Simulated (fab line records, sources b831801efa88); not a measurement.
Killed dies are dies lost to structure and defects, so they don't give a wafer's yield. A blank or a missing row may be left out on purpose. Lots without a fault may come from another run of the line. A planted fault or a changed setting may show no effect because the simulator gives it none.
Problem report in the 8D (eight disciplines) form, filled by code | flow sky130 | the parts of the form that need people (team, actions taken, sign-off) are left out

1. THE PROBLEM
oes_product_au at SKY_VIA4_ETCH_12 reads a mean of 0.976 a.u. on 5 wafers of 3 lots; wafers without a fault read 0.926 a.u. with a standard deviation of 0.0048. That is +10 standard deviations from the usual mean.
The step: etches SiO2 in C4F8/O2/Ar, stops on TiN, target depth 580 nm.
First seen on wafer L303.1, day 50 05:17, on rie_diel-03. The record holds 43 wafers of 15 lots with a number at this step. Rule for "out", or "out of limits": more than 4 standard deviations from the usual mean. The other wafers with a number count as sound.

2. WHAT IT IS AND WHAT IT IS NOT
question                    | is                                     | is not
which readings at this step | oes_product_au                         | chamber_pressure_mTorr
which lots                  | L301, L302, L303                       | L285, L286, L287, L288, L289, L290, L291, L293, L294, L297, L299, L308
which wafers of those lots  | L301.1, L301.2, L302.2, L303.1, L303.2 | L302.5, L303.4
read on which tools         | rie_diel-01, rie_diel-02, rie_diel-03  | -
when                        | from day 50 05:17                      | up to then (34 sound wafers); but 4 sound wafers of L302, L308 came after

3. SUSPECTS, AND WHAT RULES EACH OUT
Counting: a tool at a process step up to the reading stays a suspect if it ran every lot that is out. Sound lots after the first of them don't rule it out here, since some wafers of a struck lot are sound.
- cmp-02 at SKY_VIA4_CMP_02 (polishes SiO2): kept. It ran every lot that is out, first L303 (day 49 12:00); its last sound lot up to then is L297 (day 44 21:51).
Left after counting: cmp-02 at SKY_VIA4_CMP_02.

4. THE CAUSE (what the simulator had put in)
Process parameter drift: cmp-02, from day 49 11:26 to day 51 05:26, at SKY_VIA4_CMP_02. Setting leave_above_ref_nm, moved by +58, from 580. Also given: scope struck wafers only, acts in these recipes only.
Counting left only this tool.

5. THE CHAIN OF EFFECTS, in route order
Each row: a reading whose mean over the struck wafers that have a number lies more than 3 standard deviations from the usual. Only readings for which the record gives a usual standard deviation are gone through. hours: the time from each lot's start at the first step in this table that gives one to its start at this step, as a median over the lots. sigmas: the change in usual standard deviations.
hours | step             | reading        | usual      | on struck wafers | change | sigmas
0     | SKY_VIA4_ETCH_12 | oes_product_au | 0.926 a.u. | 0.976            | +0.050 | +10
The process steps in it:
- SKY_VIA4_ETCH_12: etches SiO2 in C4F8/O2/Ar, stops on TiN, target depth 580 nm.

6. WHAT WOULD HAVE CAUGHT IT SOONER
In this record the first reading out of limits was taken at day 50 05:17, 18 hours after the fault began at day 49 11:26.
Of the tool readings at SKY_VIA4_CMP_02 for which the record gives a usual standard deviation, none was out on any struck wafer, so an alarm limit of 4 standard deviations on them would not have fired.
All the lots that are out (3) had begun SKY_VIA4_CMP_02 on cmp-02 by day 50 05:17. A hold on the tool at that time would have spared none of them.
